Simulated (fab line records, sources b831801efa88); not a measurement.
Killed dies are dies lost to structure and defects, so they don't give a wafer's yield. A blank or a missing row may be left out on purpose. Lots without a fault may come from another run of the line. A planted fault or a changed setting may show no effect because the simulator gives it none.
fab line records | flow sky130
record lots=6 wafers=18 last_day=50
route steps=708 shown METAL3@532 CAPM@537 PAD_OPEN@708
lots that met no fault: from a run of the same line without faults
start_h: hours from the record's first day to the start of the lot's first wafer shown | wait_h: hours since the lot's step before | " the same as in the row above | L1.1+2: a row that stands for several wafers | - no value, or no start given | * or withheld: withheld | < > ~ a bound
route shown NAME@n: a module of which the file shows steps, and the number in the route of the first | usual: mean/standard deviation of fault-free wafers | same: alike in all rows | chamber/n: place in a boat | sites: the reading at each site | _std_site: their standard deviation | _edge_site: outer sites' mean less inner sites' | radius_mm: how far each site lies from the wafer's centre | mask NAME#n: copy n | behind: the tool/chamber that last shaped the wafer | hold: why the lot was held/for how many hours/how that ended | device: the transistor (n, p or np) that didn't switch | end of line: the same wafers' tests at the end of the route | a step without rows: its recipe alone | killed: dies lost to structure and defects at the first sort, not the wafer's yield | map: a wafer's dies, x killed, . not, _ none there
set.NAME: the setting as run; set.NAME@STEP: as run at that earlier step | model.NAME: the simulator's own value behind a step, which no gauge read
lots at some steps of the route; a table a step, a row a wafer
services: from which hour (start_h, from the record's first day; less than 0 if before it) a tool's chamber was out of use, for how many hours, and why
## steps
# step SKY_METAL3_SPUTTER_00
# recipe material=Ti target_thk_nm=15 power_w=3000 time_s=10 chamber_pressure_pa=0.4
# usual throttle_valve_pct=30.3/0.62
# columns lot.wafer tool chamber start_h wait_h throttle_valve_pct
L468.1 pvd_sputter-03 - 892.78 0.2 29.8
L468.2 " - " " 30.6
L468.3 " - " " 31.2
L472.2 pvd_sputter-02 - 922.56 0.1 30.1
L472.4 " - " " 29.4
L472.5 " - " " 29.7
L474.1 pvd_sputter-03 - 929.29 0.1 30.6
L474.4 " - " " 29.5
L474.5 " - " " 30.4
L483.1 pvd_sputter-02 - 993.75 0.1 29.9
L483.2 " - " " 31.1
L483.6 " - " " 29.3
L484.4 pvd_sputter-02 - 994.84 0.1 31.3
L484.5 " - " " 29.9
L484.6 " - " " 29.4
L485.2 pvd_sputter-03 - 997.55 0.1 30.7
L485.3 " - " " 30.5
L485.6 " - " " 31.3
# step SKY_METAL3_SPUTTER_01
# recipe material=TiN target_thk_nm=20 power_w=6500 time_s=16.7 chamber_pressure_pa=0.4
# step SKY_METAL3_SPUTTER_02
# recipe material=AlCu target_thk_nm=735 power_w=10600 time_s=39.1 chamber_pressure_pa=0.4
# usual throttle_valve_pct=30.3/0.62
# columns lot.wafer tool chamber start_h wait_h throttle_valve_pct
L468.1 pvd_sputter-03 - 892.83 0.0 29.5
L468.2 " - " " 30.7
L468.3 " - " " 31.3
L472.2 pvd_sputter-02 - 922.61 0.0 29.7
L472.4 " - " " 29.4
L472.5 " - " " 29.8
L474.1 pvd_sputter-03 - 929.33 0.0 30.4
L474.4 " - " " 29.8
L474.5 " - " " 30.5
L483.1 pvd_sputter-02 - 993.80 0.0 29.8
L483.2 " - " " 31.2
L483.6 " - " " 29.2
L484.4 pvd_sputter-02 - 994.89 0.0 31.4
L484.5 " - " " 29.9
L484.6 " - " " 29.5
L485.2 pvd_sputter-03 - 997.59 0.0 30.9
L485.3 " - " " 30.4
L485.6 " - " " 31.1
# step SKY_METAL3_SPUTTER_03
# recipe material=Ti target_thk_nm=5 power_w=3000 time_s=3.3 chamber_pressure_pa=0.4
# step SKY_METAL3_SPUTTER_04
# recipe material=TiN target_thk_nm=70 power_w=6500 time_s=58.3 chamber_pressure_pa=0.4
# usual throttle_valve_pct=30.3/0.62
# columns lot.wafer tool chamber start_h wait_h throttle_valve_pct
L468.1 pvd_sputter-03 - 892.88 0.0 29.6
L468.2 " - " " 30.7
L468.3 " - " " 31.4
L472.2 pvd_sputter-02 - 922.66 0.0 29.9
L472.4 " - " " 29.5
L472.5 " - " " 29.5
L474.1 pvd_sputter-03 - 929.39 0.0 30.4
L474.4 " - " " 29.6
L474.5 " - " " 30.6
L483.1 pvd_sputter-02 - 993.86 0.0 30.1
L483.2 " - " " 31.2
L483.6 " - " " 29.2
L484.4 pvd_sputter-02 - 994.94 0.0 31.3
L484.5 " - " " 29.8
L484.6 " - " " 29.3
L485.2 pvd_sputter-03 - 997.65 0.0 30.8
L485.3 " - " " 30.7
L485.6 " - " " 31.3
# step SKY_CAPM_CVD_00
# recipe material=SiO2 target_thk_nm=15.5 temp_c=400 time_s=withheld rf_w=450
# usual heater_power_w=662/94
# columns lot.wafer tool chamber start_h wait_h heater_power_w
L468.1 pecvd-04 0 892.93 0.0 779
L468.2 " 2 " " 570
L468.3 " 1 " " 615
L472.2 pecvd-01 1 922.71 0.0 769
L472.4 " 1 " " 753
L472.5 " 2 " " 809
L474.1 pecvd-04 2 929.44 0.0 590
L474.4 " 1 " " 657
L474.5 " 2 " " 581
L483.1 pecvd-01 2 993.91 0.0 817
L483.2 " 1 " " 768
L483.6 " 2 " " 795
L484.4 pecvd-02 0 995.00 0.0 535
L484.5 " 1 " " 592
L484.6 " 2 " " 639
L485.2 pecvd-01 2 997.70 0.0 726
L485.3 " 1 " " 740
L485.6 " 2 " " 705
# step SKY_CAPM_THK_MEAS_01
# recipe reads=SiO2_of_CAPM_CVD_00
# usual CAPM_CVD_00_THK=15.51/0.19
# columns lot.wafer tool chamber start_h wait_h CAPM_CVD_00_THK[nm]
L468.1 film_metro-03 - 892.95 - 15.43
L468.2 " - " " 15.34
L468.3 " - " " 15.15
L472.2 film_metro-03 - 922.74 - 15.45
L472.4 " - " " 15.52
L472.5 " - " " 15.45
L474.1 film_metro-03 - 929.46 - 15.67
L474.4 " - " " 15.65
L474.5 " - " " 15.70
L483.1 film_metro-03 - 993.94 - 15.24
L483.2 " - " " 15.35
L483.6 " - " " 15.40
L484.4 film_metro-04 - 995.04 - 15.41
L484.5 " - " " 15.48
L484.6 " - " " 15.55
L485.2 film_metro-04 - 997.74 - 15.45
L485.3 " - " " 15.53
L485.6 " - " " 15.44
# step SKY_CAPM_SPUTTER_02
# recipe material=TiN target_thk_nm=200 temp_c=300 power_w=6500 time_s=166.7 chamber_pressure_pa=0.4
# usual throttle_valve_pct=30.4/0.88
# columns lot.wafer tool chamber start_h wait_h throttle_valve_pct
L468.1 pvd_sputter-02 - 893.01 0.1 31.3
L468.2 " - " " 29.5
L468.3 " - " " 29.6
L472.2 pvd_sputter-01 - 922.79 0.0 31.6
L472.4 " - " " 30.6
L472.5 " - " " 31.5
L474.1 pvd_sputter-01 - 929.52 0.1 31.8
L474.4 " - " " 30.5
L474.5 " - " " 30.8
L483.1 pvd_sputter-01 - 994.00 0.1 29.1
L483.2 " - " " 30.5
L483.6 " - " " 28.9
L484.4 pvd_sputter-01 - 995.07 0.0 30.4
L484.5 " - " " 30.6
L484.6 " - " " 28.9
L485.2 pvd_sputter-02 - 997.79 0.0 31.3
L485.3 " - " " 29.7
L485.6 " - " " 29.4
# step SKY_CAPM_RS_MEAS_03
# recipe thk_meas_gauge=four-point-probe reads=TiN_of_CAPM_SPUTTER_02
# usual CAPM_TIN_RS=6.90/0.075
# columns lot.wafer tool chamber start_h wait_h CAPM_TIN_RS[ohm/sq]
L468.1 film_metro-04 - 893.12 0.1 6.83
L468.2 " - " " 6.85
L468.3 " - " " 6.93
L472.2 film_metro-03 - 922.92 0.1 6.83
L472.4 " - " " 6.86
L472.5 " - " " 6.86
L474.1 film_metro-02 - 929.63 0.1 6.84
L474.4 " - " " 6.83
L474.5 " - " " 6.80
L483.1 film_metro-03 - 994.11 0.1 7.00
L483.2 " - " " 6.99
L483.6 " - " " 6.99
L484.4 film_metro-03 - 995.24 0.1 6.75
L484.5 " - " " 6.74
L484.6 " - " " 6.79
L485.2 film_metro-02 - 997.92 0.1 6.87
L485.3 " - " " 6.92
L485.6 " - " " 6.91
# step SKY_CAPM_THK_MEAS_04
# recipe thk_meas_gauge=xrf reads=TiN_of_CAPM_SPUTTER_02
# usual CAPM_TIN_THK=201.8/2.5
# columns lot.wafer tool chamber start_h wait_h CAPM_TIN_THK[nm]
L468.1 film_metro-04 - 893.24 0.1 204.8
L468.2 " - " " 203.2
L468.3 " - " " 201.0
L472.2 film_metro-03 - 923.03 0.1 204.0
L472.4 " - " " 203.3
L472.5 " - " " 203.0
L474.1 film_metro-02 - 929.75 0.1 203.0
L474.4 " - " " 203.7
L474.5 " - " " 204.4
L483.1 film_metro-03 - 994.23 0.1 199.3
L483.2 " - " " 200.3
L483.6 " - " " 199.1
L484.4 film_metro-03 - 995.33 0.1 207.3
L484.5 " - " " 206.3
L484.6 " - " " 205.4
L485.2 film_metro-02 - 998.03 0.1 202.7
L485.3 " - " " 200.5
L485.6 " - " " 200.8
# step SKY_CAPM_DEHYDRATE_05
# recipe temp_c=200 time_s=60
# step SKY_CAPM_HMDS_06
# recipe prime_time_s=60 prime_temp_c=120
# step SKY_CAPM_COAT_07
# recipe resist=NOVOLAK spin_rpm=3000 resist_thk_nm=1140
# usual resist_line_temp_C=23.01/0.099 spin_speed_rpm=3000.0/2.1
# columns lot.wafer tool chamber start_h wait_h resist_line_temp_C spin_speed_rpm model.NOVOLAK_of_CAPM_COAT_07.thk_nm
L468.1 litho_track-01 0 905.49 0.1 23.09 3000.7 1140
L468.2 " 0 " " 23.12 2998.4 1142
L468.3 " 0 " " 23.12 3001.1 1145
L472.2 litho_track-02 0 934.54 0.1 23.08 2999.8 1133
L472.4 " 0 " " 23.14 2995.5 1139
L472.5 " 0 " " 23.06 2998.5 1131
L474.1 litho_track-01 0 941.09 0.1 22.96 2999.9 1142
L474.4 " 0 " " 22.80 3003.4 1138
L474.5 " 0 " " 23.05 2999.3 1139
L483.1 litho_track-02 0 1004.81 0.1 22.88 3581.1 1043
L483.2 " 0 " " 22.82 3580.0 1044
L483.6 " 0 " " 23.01 3586.4 1047
L484.4 litho_track-02 0 1006.64 0.1 23.07 3584.0 1043
L484.5 " 0 " " 22.94 3584.6 1044
L484.6 " 0 " " 23.04 3584.5 1044
L485.2 litho_track-03 0 1009.50 0.1 22.83 2999.1 1136
L485.3 " 0 " " 23.02 3000.8 1138
L485.6 " 0 " " 22.98 3000.8 1134
# step SKY_CAPM_SOFTBAKE_08
# recipe temp_c=90 time_s=60 resist=NOVOLAK
# step SKY_CAPM_EXPOSE_09
# recipe mask_id=CAPM na=0.6 source_shape=conventional sigma_outer=0.6 polarization=unpolarized target_cd_nm=1000 dose_mj=159
# step SKY_CAPM_PEB_10
# recipe temp_c=withheld time_s=* resist=NOVOLAK
# step SKY_CAPM_DEVELOP_11
# recipe resist=NOVOLAK developer=TMAH develop_time_s=60 dev_temp_c=23
# step SKY_CAPM_OVL_MEAS_12
# usual CAPM_OVL=-0.4/1.3
# columns lot.wafer tool chamber start_h wait_h CAPM_OVL[nm]
L468.1 overlay-01 - 918.31 0.1 2.3
L468.2 " - " " 1.2
L468.3 " - " " 0.4
L472.2 overlay-01 - 946.30 0.1 -0.9
L472.4 " - " " -0.5
L472.5 " - " " 0.4
L474.1 overlay-01 - 953.34 0.1 2.8
L474.4 " - " " 2.9
L474.5 " - " " 1.6
L483.1 overlay-01 - 1016.78 0.1 -0.8
L483.2 " - " " -2.9
L483.6 " - " " 0.0
L484.4 overlay-01 - 1017.79 0.1 1.5
L484.5 " - " " -1.4
L484.6 " - " " 1.2
L485.2 overlay-02 - 1019.50 0.1 -1.3
L485.3 " - " " 0.5
L485.6 " - " " 1.4
# step SKY_CAPM_METAL_ETCH_13
# recipe target_depth_nm=220 stop_on=SiO2 chemistry=Cl2/BCl3 target=TiN pressure_mtorr=10 icp_w=900 bias_w=48.5 Cl2_flow_sccm=60 bcl3_flow_sccm=30 time_s=62.9
# usual bcl3_flow_sccm=30.02/0.081 drypump_motor_current_A=5.7/0.48 he_backside_leak_sccm=3.33/0.29 oes_product_au=0.943/0.0074 throttle_valve_pct=21.902/0.0097
# columns lot.wafer tool chamber start_h wait_h bcl3_flow_sccm drypump_motor_current_A he_backside_leak_sccm oes_product_au rf_hours_counter_h throttle_valve_pct model.NOVOLAK_of_CAPM_COAT_07.thk_nm model.CAPM.cd_nm
L468.1 rie_metal-04 1 918.35 0.0 30.11 6.5 3.02 0.944 6 21.895 992.2 1001
L468.2 " 0 " " 30.14 5.7 3.34 0.951 0 21.893 992.5 1004
L468.3 " 0 " " 29.96 5.7 3.01 0.947 - 21.904 995.4 1001
L472.2 rie_metal-04 1 946.33 0.0 29.99 6.5 2.93 0.948 7 21.901 986.4 1000
L472.4 " 1 " " 29.96 6.5 2.94 0.950 - 21.910 992.4 998.9
L472.5 " 1 " " 29.94 6.5 2.72 0.946 - 21.892 984.1 995.7
L474.1 rie_metal-04 0 953.38 0.0 30.14 5.7 4.81 0.959 2 21.900 995.1 997.8
L474.4 " 1 " " 30.05 6.4 3.13 0.949 - 21.901 993.4 997.2
L474.5 " 0 " " 30.08 5.7 3.51 0.948 - 21.887 990.6 996.9
L483.1 rie_metal-03 1 1016.81 0.0 29.91 5.1 3.25 0.939 17 21.897 896.5 989
L483.2 " 0 " " 30.09 5.8 3.59 0.939 13 21.915 897.3 990
L483.6 " 1 " " 30.01 5.1 3.25 0.939 - 21.928 902.3 989.3
L484.4 rie_metal-01 1 1017.84 0.0 29.98 5.1 3.52 0.949 - 21.895 896.5 991.1
L484.5 " 0 " " 29.99 5.9 3.59 0.953 - 21.904 899.3 988.6
L484.6 " 1 " " 30.10 5.1 3.49 0.959 - 21.879 896.6 991.7
L485.2 rie_metal-04 1 1019.53 0.0 30.07 6.4 3.11 0.957 11 21.903 993.5 1002
L485.3 " 0 " " 29.97 5.7 3.41 0.933 - 21.897 992.4 1001
L485.6 " 0 " " 29.90 5.7 2.92 0.945 - 21.918 988.3 1000
# step SKY_CAPM_STRIP_14
# recipe chemistry=O2/N2 power_w=1400 pressure_mtorr=1500 platen_temp_c=withheld o2_flow_sccm=3000 n2_flow_sccm=300 overash_fraction=0.5
# usual drypump_motor_current_A=5.6/0.54 oes_product_au=0.710/0.0045 strip_time_to_endpoint_s=12.66/0.044
# columns lot.wafer tool chamber start_h wait_h drypump_motor_current_A oes_product_au rf_hours_counter_h strip_time_to_endpoint_s
L468.1 plasma_asher-01 1 918.43 0.1 6.0 0.714 18 12.64
L468.2 " 0 " " 5.3 0.714 18 12.64
L468.3 " 1 " " 5.9 0.710 - 12.68
L472.2 plasma_asher-04 0 946.40 0.1 6.3 0.714 82 12.58
L472.4 " 1 " " 5.0 0.711 - 12.65
L472.5 " 1 " " 5.0 0.710 - 12.56
L474.1 plasma_asher-04 0 953.45 0.1 6.2 0.708 82 12.66
L474.4 " 0 " " 6.2 0.716 - 12.65
L474.5 " 1 " " 5.0 0.709 - 12.62
L483.1 plasma_asher-03 1 1016.89 0.1 6.1 0.704 119 11.51
L483.2 " 0 " " 4.9 0.703 119 11.53
L483.6 " 0 " " 4.9 0.709 - 11.59
L484.4 plasma_asher-04 1 1017.92 0.1 5.0 0.703 - 11.52
L484.5 " 1 " " 5.0 0.703 - 11.57
L484.6 " 0 " " 6.2 0.704 - 11.53
L485.2 plasma_asher-04 1 1019.60 0.1 5.0 0.706 89 12.66
L485.3 " 0 " " 6.2 0.707 - 12.66
L485.6 " 1 " " 5.0 0.704 - 12.61
# step SKY_CAPM_STRIP_15
# recipe chemistry=post_etch_residue_remover time_s=1200 temp_c=72.5
# step SKY_PAD_OPEN_PROBE_99
# usual defect_limited_yield=82.2/1.8 killed_at_M0_to_M3=44/6 killed_at_M4_up=3.3/2.1 killed_at_contacts=25/5.5 killed_at_front_end=15/4.3 killed_at_other=0.2/0.41 killed_dies=88/9.1 killed_open=48/6.6 killed_short=39/6.7 sort_bin_3_pad_short=0.9/0.4 sort_bin_5_function=10.4/1.5 sort_bin_6_memory=6.5/1.1 sort_n_pass=404/9.1 sort_yield_pct=82.2/1.8
# same gross_dies=492 killed_at_back_side=0 sort_bin_4_leakage[%]=0 sort_bin_8_speed[%]=0
# columns lot.wafer tool chamber start_h wait_h defect_limited_yield[%] killed_at_M0_to_M3 killed_at_M4_up killed_at_contacts killed_at_front_end killed_at_other killed_dies killed_open killed_short sort_bin_3_pad_short[%] sort_bin_5_function[%] sort_bin_6_memory[%] sort_n_pass sort_yield_pct[%]
L468.1 prober-02 - 1109.89 0.1 81.7 40 6 27 17 0 90 47 43 0.8 10.2 7.3 402 81.7
L468.2 prober-02 - 1109.94 0.1 83.5 41 4 20 15 1 81 47 34 0.2 8.9 7.3 411 83.5
L468.3 prober-02 - 1109.99 0.2 79.9 51 4 28 16 0 99 54 45 1.0 11.4 7.7 393 79.9
L472.2 prober-01 - 1134.09 0.1 81.5 48 6 21 14 2 91 48 42 0.8 10.2 7.5 401 81.5
L472.4 prober-01 - 1134.19 0.2 81.3 38 7 31 16 0 92 54 38 0.6 10.6 7.5 400 81.3
L472.5 prober-01 - 1134.24 0.2 80.3 43 5 30 19 0 97 52 44 1.0 12.4 6.3 395 80.3
L474.1 prober-02 - 1137.50 0.1 79.7 50 4 31 15 0 100 46 54 0.6 13.2 6.5 392 79.7
L474.4 prober-02 - 1137.65 0.2 83.9 34 3 22 19 1 79 43 35 0.2 10.0 5.9 413 83.9
L474.5 prober-02 - 1137.70 0.2 81.7 43 1 32 14 0 90 49 41 1.2 10.6 6.5 402 81.7
L483.1 prober-01 - 1187.18 0.1 83.3 35 4 24 19 0 82 46 36 0.8 10.8 5.1 410 83.3
L483.2 prober-01 - 1187.23 0.1 83.5 35 5 25 16 0 81 49 32 0.6 10.4 5.5 411 83.5
L483.6 prober-01 - 1187.43 0.2 81.3 51 9 20 12 0 92 49 43 1.0 13.0 4.7 400 81.3
L485.2 prober-01 - 1191.38 0.1 78.9 49 1 37 17 0 104 60 44 1.0 14.0 6.1 388 78.9
L485.3 prober-01 - 1191.43 0.2 80.1 55 2 22 19 0 98 56 42 0.8 11.2 7.9 394 80.1
L485.6 prober-01 - 1191.58 0.2 82.7 44 3 26 12 0 85 52 33 1.0 10.2 6.1 407 82.7
# killed by level:class
L468.1 CONTACT:geometric_particle:open=12 LI_CONTACT:geometric_particle:open=6 VIA1:geometric_particle:short=6 METAL1:geometric_particle:short=6 POLY_GATE:geometric_particle:short=5 POLY_GATE:geometric_particle:open=5 METAL4:geometric_particle:short=5 CONTACT:geometric_particle:short=5
L468.2 VIA1:geometric_particle:open=11 CONTACT:geometric_particle:open=8 VIA2:geometric_particle:open=7 METAL2:geometric_particle:short=6 LI_CONTACT:geometric_particle:open=5 POLY_GATE:geometric_particle:open=5 CONTACT:geometric_particle:short=4 VIA3:geometric_particle:short=4
L468.3 VIA1:geometric_particle:open=14 CONTACT:geometric_particle:open=14 VIA2:geometric_particle:open=9 METAL1:geometric_particle:short=7 VIA3:geometric_particle:open=7 POLY_GATE:geometric_particle:short=5 LOCAL_INTERCONNECT:geometric_particle:short=4 CONTACT:geometric_particle:short=4
L472.2 VIA1:geometric_particle:open=12 CONTACT:geometric_particle:open=10 VIA3:geometric_particle:open=8 VIA1:geometric_particle:short=6 METAL2:geometric_particle:short=5 METAL2:geometric_particle:open=4 METAL3:geometric_particle:short=4 FIELD_ISO:geometric_particle:open=3
L472.4 CONTACT:geometric_particle:open=14 VIA1:geometric_particle:open=8 VIA3:geometric_particle:open=8 LI_CONTACT:geometric_particle:open=7 METAL4:geometric_particle:short=6 POLY_GATE:geometric_particle:open=5 CONTACT:geometric_particle:short=5 METAL1:geometric_particle:short=5
L472.5 CONTACT:geometric_particle:open=16 VIA1:geometric_particle:open=10 VIA3:geometric_particle:open=9 FIELD_ISO:geometric_particle:short=7 METAL1:geometric_particle:short=7 VIA1:geometric_particle:short=6 METAL2:geometric_particle:short=6 FIELD_ISO:geometric_particle:open=5
L474.1 CONTACT:geometric_particle:open=14 VIA1:geometric_particle:short=10 VIA1:geometric_particle:open=9 LI_CONTACT:geometric_particle:short=8 VIA3:geometric_particle:short=6 METAL2:geometric_particle:short=6 VIA3:geometric_particle:open=6 LI_CONTACT:geometric_particle:open=5
L474.4 VIA1:geometric_particle:open=12 CONTACT:geometric_particle:open=9 VIA1:geometric_particle:short=6 CONTACT:geometric_particle:short=5 VIA2:geometric_particle:short=4 POLY_GATE:geometric_particle:short=4 POLY_GATE:geometric_particle:open=4 LI_CONTACT:geometric_particle:open=4
L474.5 LI_CONTACT:geometric_particle:open=12 VIA1:geometric_particle:open=9 CONTACT:geometric_particle:short=6 CONTACT:geometric_particle:open=6 METAL1:geometric_particle:short=6 VIA3:geometric_particle:open=6 LI_CONTACT:geometric_particle:short=5 VIA1:geometric_particle:short=5
L483.1 VIA3:geometric_particle:open=10 CONTACT:geometric_particle:open=8 LI_CONTACT:geometric_particle:open=6 VIA1:geometric_particle:open=6 FIELD_ISO:geometric_particle:short=5 FIELD_ISO:geometric_particle:open=4 POLY_GATE:geometric_particle:short=4 LOCAL_INTERCONNECT:geometric_particle:short=4
L483.2 CONTACT:geometric_particle:open=10 VIA1:geometric_particle:open=10 POLY_GATE:geometric_particle:open=6 METAL1:geometric_particle:short=6 LI_CONTACT:geometric_particle:open=6 METAL2:geometric_particle:short=6 VIA2:geometric_particle:open=5 VIA3:geometric_particle:open=4
L483.6 VIA1:geometric_particle:open=12 CONTACT:geometric_particle:open=8 METAL1:geometric_particle:short=8 VIA3:geometric_particle:open=7 LI_CONTACT:geometric_particle:open=6 VIA1:geometric_particle:short=6 METAL4:geometric_particle:short=6 FIELD_ISO:geometric_particle:open=5
L485.2 CONTACT:geometric_particle:open=15 VIA1:geometric_particle:open=14 VIA2:geometric_particle:open=10 CONTACT:geometric_particle:short=9 VIA1:geometric_particle:short=7 POLY_GATE:geometric_particle:open=7 LI_CONTACT:geometric_particle:open=5 LOCAL_INTERCONNECT:geometric_particle:short=5
L485.3 VIA1:geometric_particle:open=14 CONTACT:geometric_particle:open=11 METAL2:geometric_particle:short=8 VIA3:geometric_particle:open=8 POLY_GATE:geometric_particle:short=6 VIA1:geometric_particle:short=6 FIELD_ISO:geometric_particle:short=5 METAL1:geometric_particle:short=5
L485.6 CONTACT:geometric_particle:open=11 VIA3:geometric_particle:open=11 VIA2:geometric_particle:open=10 CONTACT:geometric_particle:short=6 VIA1:geometric_particle:short=5 VIA1:geometric_particle:open=5 LOCAL_INTERCONNECT:geometric_particle:short=4 VIA3:geometric_particle:short=4
## services
# columns tool chamber start_h hours kind
rie_metal-04 0 893.71 - clean
rie_metal-04 0 893.71 12.9 scheduled_down
rie_metal-04 0 893.71 12.9 vent_cycle
pvd_sputter-03 - 898.83 0.7 repair
pecvd-04 - 900.93 0.5 repair
pecvd-01 - 902.08 0.9 repair
pvd_sputter-01 - 909.97 1.9 repair
pvd_sputter-03 - 920.18 1.9 repair
pvd_sputter-02 - 926.81 3.3 repair
pecvd-02 - 935.21 5.5 pm
plasma_asher-01 - 937.26 2.8 pm
rie_metal-01 - 954.43 2.8 pm
pvd_sputter-01 0 958.13 - consumable_replace:kit
pvd_sputter-01 0 958.13 18.0 scheduled_down
pvd_sputter-01 0 958.13 18.0 vent_cycle
pvd_sputter-03 1 970.08 - consumable_replace:kit
pvd_sputter-03 1 970.08 18.0 scheduled_down
pvd_sputter-03 1 970.08 18.0 vent_cycle
rie_metal-03 - 971.97 0.5 repair
pecvd-01 0 989.68 8.4 repair
pecvd-01 - 995.63 0.8 repair
pecvd-01 1 999.38 - clean
pecvd-01 1 999.38 - consumable_replace:showerhead
pecvd-01 - 1018.44 0.7 repair
## key
first_sign step=SKY_CAPM_COAT_07 reading=spin_speed_rpm direction=up sigmas=99+ usual=3000.0 struck=3583.4
effect step=SKY_CAPM_STRIP_14 reading=strip_time_to_endpoint_s direction=down sigmas=26 usual=* struck=*
model_effect step=SKY_CAPM_COAT_07 value=NOVOLAK_of_CAPM_COAT_07.thk_nm without=1141 struck=1044
model_effect step=SKY_CAPM_METAL_ETCH_13 value=NOVOLAK_of_CAPM_COAT_07.thk_nm without=994.9 struck=898.1
met_at SKY_CAPM_COAT_07
struck_wafers L483.1,L483.2,L483.6,L484.4,L484.5,L484.6
onset_between 934.54 1004.81
fault kind=process_parameter_drift tool=litho_track-02 chamber=- onset_h=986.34 steps=SKY_CAPM_COAT_07 channel=spin_rpm offset=581.8 shape=step end_h=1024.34 acts_in=these_recipes_only stated=3000
